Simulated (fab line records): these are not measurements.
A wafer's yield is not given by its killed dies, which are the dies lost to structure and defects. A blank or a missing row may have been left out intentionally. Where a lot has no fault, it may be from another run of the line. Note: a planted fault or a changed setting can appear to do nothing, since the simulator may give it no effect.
fab line records -- flow gf180mcu
record: lots: 24, wafers: 72, last_day: 34
route steps=602 shown M4@458 V4@498 MIM@506 M5@534 TOP_METAL@570
lots that met no fault: from a run of the same line without faults
start_h: hours from the record's first day to the start of the lot's first wafer shown -- wait_h: hours elapsed since this lot's preceding step -- " unchanged from the row above -- L1.1+2: a single row standing in for several wafers -- - either no value or no given start -- * or withheld: withheld -- < > ~ a bound
route shown NAME@n: a module of which the file shows steps, and the number in the route of the first -- usual: average and standard deviation across the fault-free wafers -- same: alike in all rows -- chamber/n: place in a boat -- sites: per-site readings -- _std_site: the standard deviation of these -- _edge_site: mean of outer sites minus mean of inner sites -- radius_mm: how far each site lies from the wafer's centre -- mask NAME#n: copy n -- behind: the last tool/chamber to shape the wafer -- hold: cause of the lot's hold/its duration in hours/its outcome -- device: whichever transistor did not switch (one of n, p or np) -- end of line: tests run on the same wafers once the route is complete -- where a step has no rows: the recipe by itself -- killed: dies that structure and defects cost at the first sort, which is not the same as the wafer's yield -- map: a wafer's dies, x killed, . not, _ none there
set.NAME: the setting the step ran with; set.NAME@STEP: the setting that earlier step ran with -- model.NAME: the simulator's own value behind a step, which no gauge read
one table for each step of the route and one row for each wafer, over a sample of lots
services: the hour from which a tool's chamber was out of use, counted from the record's first day as start_h (under 0 if before that day), plus the number of hours and why
== steps ==
step: GF_M4_SPUTTER_02
recipe: material: AlCu, target_thk_nm: 450, power_w: 10600, time_s: 23.9, chamber_pressure_pa: 0.4
usual: throttle_valve_pct: 30.1/1
lot.wafer,tool,chamber,start_h,wait_h,throttle_valve_pct
L074.1,pvd_sputter-03,-,526.34,0.0,29.3
L074.4,pvd_sputter-03,-,526.34,0.0,30.1
L074.6,pvd_sputter-03,-,526.34,0.0,29.6
L075.1,pvd_sputter-01,-,531.37,0.0,29.4
L075.2,pvd_sputter-01,-,531.37,0.0,31.0
L075.3,pvd_sputter-01,-,531.37,0.0,29.1
L076.2,pvd_sputter-04,-,546.89,0.0,31.1
L076.3,pvd_sputter-04,-,546.89,0.0,29.4
L076.5,pvd_sputter-04,-,546.89,0.0,30.1
L077.2,pvd_sputter-03,-,562.02,0.0,31.6
L077.4,pvd_sputter-03,-,562.02,0.0,29.0
L077.5,pvd_sputter-03,-,562.02,0.0,29.0
L078.1,pvd_sputter-01,-,571.99,0.0,31.3
L078.2,pvd_sputter-01,-,571.99,0.0,31.3
L078.3,pvd_sputter-01,-,571.99,0.0,29.3
L079.2,pvd_sputter-03,-,585.11,0.0,32.2
L079.3,pvd_sputter-03,-,585.11,0.0,29.1
L079.4,pvd_sputter-03,-,585.11,0.0,29.8
L081.3,pvd_sputter-04,-,588.16,0.0,29.5
L081.5,pvd_sputter-04,-,588.16,0.0,31.0
L081.6,pvd_sputter-04,-,588.16,0.0,30.1
L080.1,pvd_sputter-03,-,592.61,0.0,29.2
L080.4,pvd_sputter-03,-,592.61,0.0,30.1
L080.5,pvd_sputter-03,-,592.61,0.0,28.8
L082.1,pvd_sputter-03,-,599.60,0.0,31.7
L082.3,pvd_sputter-03,-,599.60,0.0,30.2
L082.5,pvd_sputter-03,-,599.60,0.0,30.0
L084.3,pvd_sputter-03,-,609.76,0.0,31.9
L084.4,pvd_sputter-03,-,609.76,0.0,30.0
L084.5,pvd_sputter-03,-,609.76,0.0,31.7
L083.1,pvd_sputter-01,-,614.46,0.0,29.7
L083.2,pvd_sputter-01,-,614.46,0.0,31.0
L083.4,pvd_sputter-01,-,614.46,0.0,31.5
L085.3,pvd_sputter-01,-,623.59,0.0,31.7
L085.4,pvd_sputter-01,-,623.59,0.0,31.4
L085.6,pvd_sputter-01,-,623.59,0.0,29.4
L086.2,pvd_sputter-03,-,624.45,0.0,28.9
L086.3,pvd_sputter-03,-,624.45,0.0,31.8
L086.6,pvd_sputter-03,-,624.45,0.0,29.0
L087.2,pvd_sputter-01,-,632.96,0.0,29.4
L087.3,pvd_sputter-01,-,632.96,0.0,31.3
L087.6,pvd_sputter-01,-,632.96,0.0,29.3
L088.1,pvd_sputter-03,-,642.05,0.0,29.4
L088.2,pvd_sputter-03,-,642.05,0.0,31.8
L088.3,pvd_sputter-03,-,642.05,0.0,29.4
L090.1,pvd_sputter-03,-,657.41,0.0,30.0
L090.4,pvd_sputter-03,-,657.41,0.0,31.9
L090.6,pvd_sputter-03,-,657.41,0.0,31.9
L089.1,pvd_sputter-03,-,658.37,0.0,29.0
L089.3,pvd_sputter-03,-,658.37,0.0,31.9
L089.4,pvd_sputter-03,-,658.37,0.0,30.3
L091.1,pvd_sputter-03,-,663.30,0.0,29.2
L091.2,pvd_sputter-03,-,663.30,0.0,30.0
L091.3,pvd_sputter-03,-,663.30,0.0,29.1
L092.4,pvd_sputter-01,-,674.11,0.0,31.3
L092.5,pvd_sputter-01,-,674.11,0.0,29.5
L092.6,pvd_sputter-01,-,674.11,0.0,31.6
L093.3,pvd_sputter-03,-,681.66,0.0,29.2
L093.5,pvd_sputter-03,-,681.66,0.0,30.0
L093.6,pvd_sputter-03,-,681.66,0.0,31.6
L094.2,pvd_sputter-04,-,683.01,0.0,31.1
L094.4,pvd_sputter-04,-,683.01,0.0,29.7
L094.5,pvd_sputter-04,-,683.01,0.0,29.6
L095.3,pvd_sputter-03,-,688.34,0.0,31.9
L095.4,pvd_sputter-03,-,688.34,0.0,30.1
L095.6,pvd_sputter-03,-,688.34,0.0,31.6
L097.3,pvd_sputter-03,-,700.75,0.0,28.9
L097.4,pvd_sputter-03,-,700.75,0.0,31.7
L097.6,pvd_sputter-03,-,700.75,0.0,29.1
L096.1,pvd_sputter-04,-,702.52,0.0,31.2
L096.2,pvd_sputter-04,-,702.52,0.0,29.8
L096.5,pvd_sputter-04,-,702.52,0.0,31.1
step: GF_V4_SPUTTER_22
recipe: material: TiN, target_thk_nm: 10, chamber_pressure_pa: 5, power_w: 4000, time_s: 40
usual: throttle_valve_pct: 30.4/1.1
lot.wafer,tool,chamber,start_h,wait_h,throttle_valve_pct
L074.1,pvd_sputter-03,-,574.79,0.0,29.3
L074.4,pvd_sputter-03,-,574.79,0.0,31.4
L074.6,pvd_sputter-03,-,574.79,0.0,29.0
L075.1,pvd_sputter-02,-,579.08,0.0,29.9
L075.2,pvd_sputter-02,-,579.08,0.0,30.3
L075.3,pvd_sputter-02,-,579.08,0.0,32.1
L076.2,pvd_sputter-01,-,593.93,0.0,31.4
L076.3,pvd_sputter-01,-,593.93,0.0,29.2
L076.5,pvd_sputter-01,-,593.93,0.0,29.4
L077.2,pvd_sputter-01,-,607.63,0.0,31.5
L077.4,pvd_sputter-01,-,607.63,0.0,29.7
L077.5,pvd_sputter-01,-,607.63,0.0,31.6
L078.1,pvd_sputter-03,-,617.49,0.0,31.8
L078.2,pvd_sputter-03,-,617.49,0.0,30.1
L078.3,pvd_sputter-03,-,617.49,0.0,29.3
L079.2,pvd_sputter-02,-,629.79,0.0,30.1
L079.3,pvd_sputter-02,-,629.79,0.0,32.2
L079.4,pvd_sputter-02,-,629.79,0.0,29.3
L081.3,pvd_sputter-02,-,632.07,0.0,30.5
L081.5,pvd_sputter-02,-,632.07,0.0,30.9
L081.6,pvd_sputter-02,-,632.07,0.0,32.0
L080.1,pvd_sputter-01,-,636.86,0.0,31.3
L080.4,pvd_sputter-01,-,636.86,0.0,29.5
L080.5,pvd_sputter-01,-,636.86,0.0,31.6
L082.1,pvd_sputter-01,-,644.34,0.0,31.2
L082.3,pvd_sputter-01,-,644.34,0.0,29.7
L082.5,pvd_sputter-01,-,644.34,0.0,29.3
L084.3,pvd_sputter-02,-,652.66,0.0,32.2
L084.4,pvd_sputter-02,-,652.66,0.0,30.3
L084.5,pvd_sputter-02,-,652.66,0.0,30.3
L083.1,pvd_sputter-03,-,658.98,0.0,29.2
L083.2,pvd_sputter-03,-,658.98,0.0,32.0
L083.4,pvd_sputter-03,-,658.98,0.0,30.0
L085.3,pvd_sputter-01,-,666.15,0.0,29.2
L085.4,pvd_sputter-01,-,666.15,0.0,29.5
L085.6,pvd_sputter-01,-,666.15,0.0,29.3
L086.2,pvd_sputter-01,-,666.93,0.0,31.0
L086.3,pvd_sputter-01,-,666.93,0.0,31.6
L086.6,pvd_sputter-01,-,666.93,0.0,29.2
L087.2,pvd_sputter-02,-,674.65,0.0,30.7
L087.3,pvd_sputter-02,-,674.65,0.0,30.3
L087.6,pvd_sputter-02,-,674.65,0.0,30.9
L088.1,pvd_sputter-02,-,683.82,0.0,30.4
L088.2,pvd_sputter-02,-,683.82,0.0,31.0
L088.3,pvd_sputter-02,-,683.82,0.0,32.1
L090.1,pvd_sputter-03,-,698.19,0.0,29.3
L090.4,pvd_sputter-03,-,698.19,0.0,30.0
L090.6,pvd_sputter-03,-,698.19,0.0,29.0
L089.1,pvd_sputter-02,-,698.74,0.0,30.4
L089.3,pvd_sputter-02,-,698.74,0.0,32.1
L089.4,pvd_sputter-02,-,698.74,0.0,29.4
L091.1,pvd_sputter-03,-,703.97,0.0,28.8
L091.2,pvd_sputter-03,-,703.97,0.0,31.6
L091.3,pvd_sputter-03,-,703.97,0.0,29.3
L092.4,pvd_sputter-02,-,715.09,0.0,32.2
L092.5,pvd_sputter-02,-,715.09,0.0,29.5
L092.6,pvd_sputter-02,-,715.09,0.0,32.1
L093.3,pvd_sputter-03,-,721.52,0.0,29.2
L093.5,pvd_sputter-03,-,721.52,0.0,31.8
L093.6,pvd_sputter-03,-,721.52,0.0,30.1
L094.2,pvd_sputter-01,-,722.82,0.0,29.4
L094.4,pvd_sputter-01,-,722.82,0.0,29.4
L094.5,pvd_sputter-01,-,722.82,0.0,29.3
L095.3,pvd_sputter-03,-,728.94,0.0,29.3
L095.4,pvd_sputter-03,-,728.94,0.0,30.0
L095.6,pvd_sputter-03,-,728.94,0.0,31.9
L097.3,pvd_sputter-03,-,739.13,0.0,29.0
L097.4,pvd_sputter-03,-,739.13,0.0,29.1
L097.6,pvd_sputter-03,-,739.13,0.0,29.1
L096.1,pvd_sputter-02,-,741.37,0.0,30.4
L096.2,pvd_sputter-02,-,741.37,0.0,32.0
L096.5,pvd_sputter-02,-,741.37,0.0,31.8
step: GF_MIM_SPUTTER_03
recipe: material: Ti, target_thk_nm: 10, substrate_temp_c: 300, chamber_pressure_pa: 0.3, power_w: 3000, time_s: 6.7
usual: throttle_valve_pct: 30.2/0.96
lot.wafer,tool,chamber,start_h,wait_h,throttle_valve_pct
L074.1,pvd_sputter-02,-,575.78,0.0,30.8
L074.4,pvd_sputter-02,-,575.78,0.0,29.7
L074.6,pvd_sputter-02,-,575.78,0.0,30.8
L075.1,pvd_sputter-03,-,579.97,0.0,30.2
L075.2,pvd_sputter-03,-,579.97,0.0,29.3
L075.3,pvd_sputter-03,-,579.97,0.0,31.9
L076.2,pvd_sputter-02,-,594.72,0.0,31.1
L076.3,pvd_sputter-02,-,594.72,0.0,29.6
L076.5,pvd_sputter-02,-,594.72,0.0,30.9
L077.2,pvd_sputter-02,-,608.42,0.0,29.8
L077.4,pvd_sputter-02,-,608.42,0.0,30.8
L077.5,pvd_sputter-02,-,608.42,0.0,32.1
L078.1,pvd_sputter-03,-,618.36,0.0,31.9
L078.2,pvd_sputter-03,-,618.36,0.0,28.9
L078.3,pvd_sputter-03,-,618.36,0.0,29.9
L079.2,pvd_sputter-04,-,630.58,0.0,29.6
L079.3,pvd_sputter-04,-,630.58,0.0,29.6
L079.4,pvd_sputter-04,-,630.58,0.0,30.1
L081.3,pvd_sputter-03,-,632.86,0.0,29.9
L081.5,pvd_sputter-03,-,632.86,0.0,29.2
L081.6,pvd_sputter-03,-,632.86,0.0,29.9
L080.1,pvd_sputter-03,-,637.65,0.0,30.0
L080.4,pvd_sputter-03,-,637.65,0.0,29.2
L080.5,pvd_sputter-03,-,637.65,0.0,29.1
L082.1,pvd_sputter-02,-,645.13,0.0,29.8
L082.3,pvd_sputter-02,-,645.13,0.0,30.2
L082.5,pvd_sputter-02,-,645.13,0.0,31.0
L084.3,pvd_sputter-03,-,653.45,0.0,29.3
L084.4,pvd_sputter-03,-,653.45,0.0,29.2
L084.5,pvd_sputter-03,-,653.45,0.0,29.2
L083.1,pvd_sputter-03,-,659.77,0.0,29.0
L083.2,pvd_sputter-03,-,659.77,0.0,31.8
L083.4,pvd_sputter-03,-,659.77,0.0,29.3
L085.3,pvd_sputter-02,-,666.94,0.0,30.9
L085.4,pvd_sputter-02,-,666.94,0.0,31.0
L085.6,pvd_sputter-02,-,666.94,0.0,29.5
L086.2,pvd_sputter-02,-,667.72,0.0,30.2
L086.3,pvd_sputter-02,-,667.72,0.0,30.7
L086.6,pvd_sputter-02,-,667.72,0.0,30.2
L087.2,pvd_sputter-03,-,675.44,0.0,29.3
L087.3,pvd_sputter-03,-,675.44,0.0,31.7
L087.6,pvd_sputter-03,-,675.44,0.0,32.3
L088.1,pvd_sputter-03,-,684.62,0.0,31.7
L088.2,pvd_sputter-03,-,684.62,0.0,30.0
L088.3,pvd_sputter-03,-,684.62,0.0,29.3
L090.1,pvd_sputter-03,-,698.98,0.0,28.9
L090.4,pvd_sputter-03,-,698.98,0.0,30.3
L090.6,pvd_sputter-03,-,698.98,0.0,31.6
L089.1,pvd_sputter-02,-,699.53,0.0,29.4
L089.3,pvd_sputter-02,-,699.53,0.0,31.0
L089.4,pvd_sputter-02,-,699.53,0.0,30.5
L091.1,pvd_sputter-04,-,704.77,0.0,30.3
L091.2,pvd_sputter-04,-,704.77,0.0,29.6
L091.3,pvd_sputter-04,-,704.77,0.0,29.6
L092.4,pvd_sputter-03,-,715.88,0.0,30.2
L092.5,pvd_sputter-03,-,715.88,0.0,31.7
L092.6,pvd_sputter-03,-,715.88,0.0,29.8
L093.3,pvd_sputter-04,-,722.32,0.0,31.1
L093.5,pvd_sputter-04,-,722.32,0.0,31.1
L093.6,pvd_sputter-04,-,722.32,0.0,30.0
L094.2,pvd_sputter-03,-,723.62,0.0,31.8
L094.4,pvd_sputter-03,-,723.62,0.0,30.3
L094.5,pvd_sputter-03,-,723.62,0.0,31.5
L095.3,pvd_sputter-04,-,730.05,0.0,29.5
L095.4,pvd_sputter-04,-,730.05,0.0,30.2
L095.6,pvd_sputter-04,-,730.05,0.0,29.8
L097.3,pvd_sputter-04,-,739.92,0.0,30.2
L097.4,pvd_sputter-04,-,739.92,0.0,29.5
L097.6,pvd_sputter-04,-,739.92,0.0,29.4
L096.1,pvd_sputter-04,-,742.16,0.0,29.7
L096.2,pvd_sputter-04,-,742.16,0.0,29.5
L096.5,pvd_sputter-04,-,742.16,0.0,29.5
step: GF_M5_OVL_MEAS_08
usual: M5_OVL: 3/7.2
lot.wafer,tool,chamber,start_h,wait_h,M5_OVL[nm]
L074.1,overlay-02,-,619.54,0.1,1
L074.4,overlay-02,-,619.54,0.1,5
L074.6,overlay-02,-,619.54,0.1,7
L075.1,overlay-01,-,623.74,0.1,12
L075.2,overlay-01,-,623.74,0.1,-3
L075.3,overlay-01,-,623.74,0.1,5
L076.2,overlay-02,-,637.33,0.1,6
L076.3,overlay-02,-,637.33,0.1,20
L076.5,overlay-02,-,637.33,0.1,21
L077.2,overlay-02,-,650.13,0.1,5
L077.4,overlay-02,-,650.13,0.1,4
L077.5,overlay-02,-,650.13,0.1,-6
L078.1,overlay-01,-,659.89,0.1,19
L078.2,overlay-01,-,659.89,0.1,3
L078.3,overlay-01,-,659.89,0.1,18
L079.2,overlay-01,-,670.10,0.1,16
L079.3,overlay-01,-,670.10,0.1,5
L079.4,overlay-01,-,670.10,0.1,6
L081.3,overlay-01,-,673.55,0.1,-2
L081.5,overlay-01,-,673.55,0.1,12
L081.6,overlay-01,-,673.55,0.1,5
L080.1,overlay-02,-,678.14,0.1,3
L080.4,overlay-02,-,678.14,0.1,-2
L080.5,overlay-02,-,678.14,0.1,13
L082.1,overlay-02,-,685.30,0.1,4
L082.3,overlay-02,-,685.30,0.1,7
L082.5,overlay-02,-,685.30,0.1,9
L084.3,overlay-01,-,693.00,0.1,10
L084.4,overlay-01,-,693.00,0.1,4
L084.5,overlay-01,-,693.00,0.1,15
L083.1,overlay-01,-,698.59,0.1,5
L083.2,overlay-01,-,698.59,0.1,11
L083.4,overlay-01,-,698.59,0.1,6
L085.3,overlay-01,-,706.25,0.1,0
L085.4,overlay-01,-,706.25,0.1,4
L085.6,overlay-01,-,706.25,0.1,-5
L086.2,overlay-02,-,706.60,0.1,-4
L086.3,overlay-02,-,706.60,0.1,2
L086.6,overlay-02,-,706.60,0.1,-3
L087.2,overlay-01,-,714.68,0.1,-8
L087.3,overlay-01,-,714.68,0.1,1
L087.6,overlay-01,-,714.68,0.1,-4
L088.1,overlay-02,-,722.89,0.1,6
L088.2,overlay-02,-,722.89,0.1,-11
L088.3,overlay-02,-,722.89,0.1,9
L090.1,overlay-01,-,735.84,0.1,2
L090.4,overlay-01,-,735.84,0.1,4
L090.6,overlay-01,-,735.84,0.1,3
L089.1,overlay-01,-,735.96,0.1,-3
L089.3,overlay-01,-,735.96,0.1,2
L089.4,overlay-01,-,735.96,0.1,-4
L091.1,overlay-02,-,741.44,0.1,-1
L091.2,overlay-02,-,741.44,0.1,-2
L091.3,overlay-02,-,741.44,0.1,8
L092.4,overlay-02,-,752.96,0.1,-10
L092.5,overlay-02,-,752.96,0.1,2
L092.6,overlay-02,-,752.96,0.1,-2
L093.3,overlay-01,-,757.75,0.1,-10
L093.5,overlay-01,-,757.75,0.1,-9
L093.6,overlay-01,-,757.75,0.1,-13
L094.2,overlay-02,-,759.04,0.1,2
L094.4,overlay-02,-,759.04,0.1,4
L094.5,overlay-02,-,759.04,0.1,4
L095.3,overlay-02,-,764.90,0.1,-3
L095.4,overlay-02,-,764.90,0.1,4
L095.6,overlay-02,-,764.90,0.1,2
L097.3,overlay-02,-,774.45,0.1,0
L097.4,overlay-02,-,774.45,0.1,9
L097.6,overlay-02,-,774.45,0.1,16
L096.1,overlay-01,-,775.78,0.1,13
L096.2,overlay-01,-,775.78,0.1,-6
L096.5,overlay-01,-,775.78,0.1,7
step: GF_M5_ETCH_09
recipe: chemistry: CF4/O2, target: Si3N4, target_depth_nm: 52, source_w: 800, bias_w: 150, pressure_mtorr: 150, cf4_flow_sccm: 80, O2_flow_sccm: 10, time_s: 11.6
usual: bias_w: 149.9/0.46, drypump_motor_current_A: 5.5/0.48, oes_product_au: 0.997/0.0078, throttle_valve_pct: 5.970/0.0092
lot.wafer,tool,chamber,start_h,wait_h,bias_w,drypump_motor_current_A,oes_product_au,rf_hours_counter_h,throttle_valve_pct
L074.1,rie_diel-03,2,619.58,0.0,149.9,5.8,1.009,15,5.976
L074.4,rie_diel-03,1,619.58,0.0,150.1,5.7,0.989,15,5.968
L074.6,rie_diel-03,2,619.58,0.0,150.4,5.8,0.992,-,5.982
L075.1,rie_diel-01,0,623.78,0.0,149.3,5.1,1.011,11,5.970
L075.2,rie_diel-01,2,623.78,0.0,150.7,5.9,1.000,8,5.963
L075.3,rie_diel-01,1,623.78,0.0,149.5,4.7,0.996,1,5.964
L076.2,rie_diel-04,0,637.36,0.0,150.5,4.9,1.006,59,5.971
L076.3,rie_diel-04,3,637.36,0.0,150.0,5.2,0.998,22,5.967
L076.5,rie_diel-04,1,637.36,0.0,149.3,6.2,0.982,-,5.956
L077.2,rie_diel-01,1,650.16,0.0,149.8,4.7,0.990,2,5.964
L077.4,rie_diel-01,0,650.16,0.0,149.6,5.1,0.994,12,5.956
L077.5,rie_diel-01,1,650.16,0.0,149.7,4.7,0.994,-,5.963
L078.1,rie_diel-01,3,659.93,0.0,150.1,6.1,1.007,3,5.967
L078.2,rie_diel-01,2,659.93,0.0,150.8,5.9,0.979,9,5.972
L078.3,rie_diel-01,1,659.93,0.0,150.8,4.7,0.994,2,5.965
L079.2,rie_diel-01,3,670.13,0.0,150.4,6.0,1.008,4,5.990
L079.3,rie_diel-01,0,670.13,0.0,150.5,5.1,1.005,13,5.972
L079.4,rie_diel-01,1,670.13,0.0,150.1,4.7,0.994,3,5.944
L081.3,rie_diel-01,3,673.58,0.0,150.6,6.1,1.008,4,5.982
L081.5,rie_diel-01,3,673.58,0.0,150.0,6.1,1.008,-,5.965
L081.6,rie_diel-01,2,673.58,0.0,149.7,5.9,0.992,-,5.973
L080.1,rie_diel-01,0,678.18,0.0,149.9,5.1,1.004,13,5.978
L080.4,rie_diel-01,3,678.18,0.0,149.5,6.1,1.006,4,5.970
L080.5,rie_diel-01,1,678.18,0.0,150.2,4.7,1.007,-,5.969
L082.1,rie_diel-03,2,685.33,0.0,149.1,5.9,0.996,18,5.971
L082.3,rie_diel-03,0,685.33,0.0,150.2,5.8,0.992,16,5.977
L082.5,rie_diel-03,0,685.33,0.0,150.3,5.8,0.983,-,5.970
L084.3,rie_diel-01,0,693.03,0.0,150.2,5.1,0.997,14,5.968
L084.4,rie_diel-01,2,693.03,0.0,150.2,5.9,0.997,11,5.969
L084.5,rie_diel-01,2,693.03,0.0,149.5,5.9,0.989,-,5.967
L083.1,rie_diel-03,0,698.63,0.0,149.9,5.7,0.985,16,5.954
L083.2,rie_diel-03,2,698.63,0.0,149.7,5.8,0.992,18,5.980
L083.4,rie_diel-03,2,698.63,0.0,149.8,5.8,0.993,-,5.972
L085.3,rie_diel-01,1,706.28,0.0,150.9,4.7,1.010,4,5.983
L085.4,rie_diel-01,0,706.28,0.0,149.7,5.1,1.009,14,5.981
L085.6,rie_diel-01,1,706.28,0.0,149.3,4.7,0.995,-,5.975
L086.2,rie_diel-03,2,706.63,0.0,149.8,5.9,1.002,19,5.962
L086.3,rie_diel-03,0,706.63,0.0,149.2,5.7,1.002,17,5.962
L086.6,rie_diel-03,2,706.63,0.0,149.6,5.8,0.996,-,5.974
L087.2,rie_diel-03,1,714.71,0.0,149.6,5.7,1.000,16,5.968
L087.3,rie_diel-03,2,714.71,0.0,149.4,5.8,1.000,19,5.970
L087.6,rie_diel-03,2,714.71,0.0,149.7,5.9,1.004,-,5.969
L088.1,rie_diel-04,1,722.93,0.0,149.8,6.2,0.994,6,5.967
L088.2,rie_diel-04,2,722.93,0.0,150.5,5.7,1.012,3,5.980
L088.3,rie_diel-04,0,722.93,0.0,149.7,4.9,0.991,1,5.963
L090.1,rie_diel-01,2,735.88,0.0,149.4,5.8,0.983,12,5.953
L090.4,rie_diel-01,3,735.88,0.0,150.0,6.1,0.994,6,5.971
L090.6,rie_diel-01,2,735.88,0.0,149.9,5.8,0.978,-,5.960
L089.1,rie_diel-04,3,736.00,0.0,150.2,5.2,1.005,27,5.979
L089.3,rie_diel-04,0,736.00,0.0,150.1,4.9,1.009,1,5.960
L089.4,rie_diel-04,3,736.00,0.0,150.4,5.2,0.993,-,5.971
L091.1,rie_diel-01,0,741.48,0.0,149.6,5.0,0.992,15,5.958
L091.2,rie_diel-01,1,741.48,0.0,149.6,4.7,0.992,6,5.976
L091.3,rie_diel-01,2,741.48,0.0,149.5,5.8,0.976,12,5.962
L092.4,rie_diel-01,0,752.98,0.0,150.2,5.0,1.003,15,5.974
L092.5,rie_diel-01,1,752.98,0.0,149.7,4.7,1.005,-,5.971
L092.6,rie_diel-01,2,752.98,0.0,150.0,5.9,1.004,-,5.972
L093.3,rie_diel-03,0,757.78,0.0,149.6,5.7,1.003,19,5.970
L093.5,rie_diel-03,1,757.78,0.0,149.5,5.6,1.000,-,5.963
L093.6,rie_diel-03,2,757.78,0.0,150.4,5.8,1.007,-,5.987
L094.2,rie_diel-01,1,759.07,0.0,149.8,4.7,0.998,6,5.962
L094.4,rie_diel-01,3,759.07,0.0,148.8,6.1,1.007,7,5.983
L094.5,rie_diel-01,2,759.07,0.0,150.0,5.9,0.992,-,5.957
L095.3,rie_diel-03,2,764.93,0.0,149.6,5.9,0.996,21,5.973
L095.4,rie_diel-03,3,764.93,0.0,150.0,5.4,0.993,12,5.981
L095.6,rie_diel-03,2,764.93,0.0,149.9,5.8,0.992,-,5.975
L097.3,rie_diel-03,3,774.48,0.0,149.8,5.4,0.993,13,5.969
L097.4,rie_diel-03,0,774.48,0.0,149.3,5.8,0.972,20,5.970
L097.6,rie_diel-03,3,774.48,0.0,150.7,5.4,0.995,-,5.960
L096.1,rie_diel-01,0,775.82,0.0,150.1,5.1,0.993,17,5.974
L096.2,rie_diel-01,2,775.82,0.0,149.4,5.8,0.991,14,5.972
L096.5,rie_diel-01,3,775.82,0.0,149.7,6.1,0.989,-,5.972
step: GF_TOP_METAL_SPUTTER_03
recipe: material: Ti, target_thk_nm: 5, substrate_temp_c: 300, chamber_pressure_pa: 0.3, power_w: 3000, time_s: 3.3
usual: throttle_valve_pct: 30.2/1
lot.wafer,tool,chamber,start_h,wait_h,throttle_valve_pct
L074.1,pvd_sputter-04,-,642.70,0.0,30.1
L074.4,pvd_sputter-04,-,642.70,0.0,29.6
L074.6,pvd_sputter-04,-,642.70,0.0,29.4
L075.1,pvd_sputter-03,-,647.17,0.0,29.1
L075.2,pvd_sputter-03,-,647.17,0.0,29.3
L075.3,pvd_sputter-03,-,647.17,0.0,31.8
L076.2,pvd_sputter-04,-,660.53,0.0,31.2
L076.3,pvd_sputter-04,-,660.53,0.0,29.5
L076.5,pvd_sputter-04,-,660.53,0.0,31.4
L077.2,pvd_sputter-03,-,673.43,0.0,29.3
L077.4,pvd_sputter-03,-,673.43,0.0,31.9
L077.5,pvd_sputter-03,-,673.43,0.0,29.1
L078.1,pvd_sputter-03,-,682.44,0.0,29.0
L078.2,pvd_sputter-03,-,682.44,0.0,29.4
L078.3,pvd_sputter-03,-,682.44,0.0,31.7
L079.2,pvd_sputter-03,-,692.17,0.0,29.9
L079.3,pvd_sputter-03,-,692.17,0.0,28.9
L079.4,pvd_sputter-03,-,692.17,0.0,31.9
L081.3,pvd_sputter-01,-,696.19,0.0,31.2
L081.5,pvd_sputter-01,-,696.19,0.0,31.7
L081.6,pvd_sputter-01,-,696.19,0.0,29.1
L080.1,pvd_sputter-01,-,700.23,0.0,29.6
L080.4,pvd_sputter-01,-,700.23,0.0,30.9
L080.5,pvd_sputter-01,-,700.23,0.0,29.3
L082.1,pvd_sputter-04,-,706.39,0.0,29.4
L082.3,pvd_sputter-04,-,706.39,0.0,31.1
L082.5,pvd_sputter-04,-,706.39,0.0,29.5
L084.3,pvd_sputter-03,-,715.01,0.0,29.9
L084.4,pvd_sputter-03,-,715.01,0.0,29.0
L084.5,pvd_sputter-03,-,715.01,0.0,29.3
L083.1,pvd_sputter-03,-,719.85,0.0,29.5
L083.2,pvd_sputter-03,-,719.85,0.0,31.8
L083.4,pvd_sputter-03,-,719.85,0.0,30.2
L085.3,pvd_sputter-01,-,728.27,0.0,29.4
L085.4,pvd_sputter-01,-,728.27,0.0,29.2
L085.6,pvd_sputter-01,-,728.27,0.0,29.3
L086.2,pvd_sputter-04,-,728.57,0.0,30.3
L086.3,pvd_sputter-04,-,728.57,0.0,31.1
L086.6,pvd_sputter-04,-,728.57,0.0,30.9
L087.2,pvd_sputter-04,-,736.32,0.0,30.1
L087.3,pvd_sputter-04,-,736.32,0.0,31.2
L087.6,pvd_sputter-04,-,736.32,0.0,29.5
L088.1,pvd_sputter-03,-,743.40,0.0,30.0
L088.2,pvd_sputter-03,-,743.40,0.0,31.7
L088.3,pvd_sputter-03,-,743.40,0.0,29.1
L090.1,pvd_sputter-03,-,756.19,0.0,28.8
L090.4,pvd_sputter-03,-,756.19,0.0,29.3
L090.6,pvd_sputter-03,-,756.19,0.0,31.8
L089.1,pvd_sputter-04,-,756.79,0.0,29.6
L089.3,pvd_sputter-04,-,756.79,0.0,29.6
L089.4,pvd_sputter-04,-,756.79,0.0,31.2
L091.1,pvd_sputter-01,-,761.45,0.0,31.2
L091.2,pvd_sputter-01,-,761.45,0.0,29.4
L091.3,pvd_sputter-01,-,761.45,0.0,31.5
L092.4,pvd_sputter-04,-,772.71,0.0,31.1
L092.5,pvd_sputter-04,-,772.71,0.0,29.5
L092.6,pvd_sputter-04,-,772.71,0.0,31.1
L093.3,pvd_sputter-03,-,777.25,0.0,30.0
L093.5,pvd_sputter-03,-,777.25,0.0,31.7
L093.6,pvd_sputter-03,-,777.25,0.0,29.9
L094.2,pvd_sputter-03,-,778.79,0.0,29.0
L094.4,pvd_sputter-03,-,778.79,0.0,30.1
L094.5,pvd_sputter-03,-,778.79,0.0,32.1
L095.3,pvd_sputter-03,-,784.30,0.0,29.1
L095.4,pvd_sputter-03,-,784.30,0.0,30.0
L095.6,pvd_sputter-03,-,784.30,0.0,31.6
L097.3,pvd_sputter-01,-,793.57,0.0,31.4
L097.4,pvd_sputter-01,-,793.57,0.0,29.3
L097.6,pvd_sputter-01,-,793.57,0.0,31.1
L096.1,pvd_sputter-03,-,794.57,0.0,29.0
L096.2,pvd_sputter-03,-,794.57,0.0,32.4
L096.5,pvd_sputter-03,-,794.57,0.0,29.3
== services ==
tool,chamber,start_h,hours,kind
pvd_sputter-02,-,523.83,6.7,repair
rie_diel-04,0,524.69,5.6,repair
pvd_sputter-03,-,533.25,2.2,repair
rie_diel-01,1,536.99,5.5,repair
pvd_sputter-01,-,546.55,2.9,repair
rie_diel-01,2,552.85,2.5,repair
rie_diel-03,1,559.39,1.6,repair
pvd_sputter-04,-,617.91,5.6,repair
pvd_sputter-01,-,630.58,2.0,repair
rie_diel-04,1,639.03,5.0,repair
rie_diel-04,0,645.29,13.5,repair
pvd_sputter-01,-,646.15,14.4,repair
rie_diel-03,1,654.82,59.3,repair
pvd_sputter-04,-,661.09,8.7,repair
rie_diel-03,2,675.64,2.6,repair
pvd_sputter-01,-,677.02,8.9,repair
rie_diel-04,2,687.17,13.0,repair
rie_diel-01,-,689.84,2.8,pm
rie_diel-03,0,692.34,3.4,repair
rie_diel-01,2,693.54,4.7,repair
pvd_sputter-02,-,702.98,1.9,repair
pvd_sputter-04,-,714.70,1.3,repair
rie_diel-04,0,723.44,2.7,repair
rie_diel-01,0,724.92,9.8,repair
== key ==
fault none
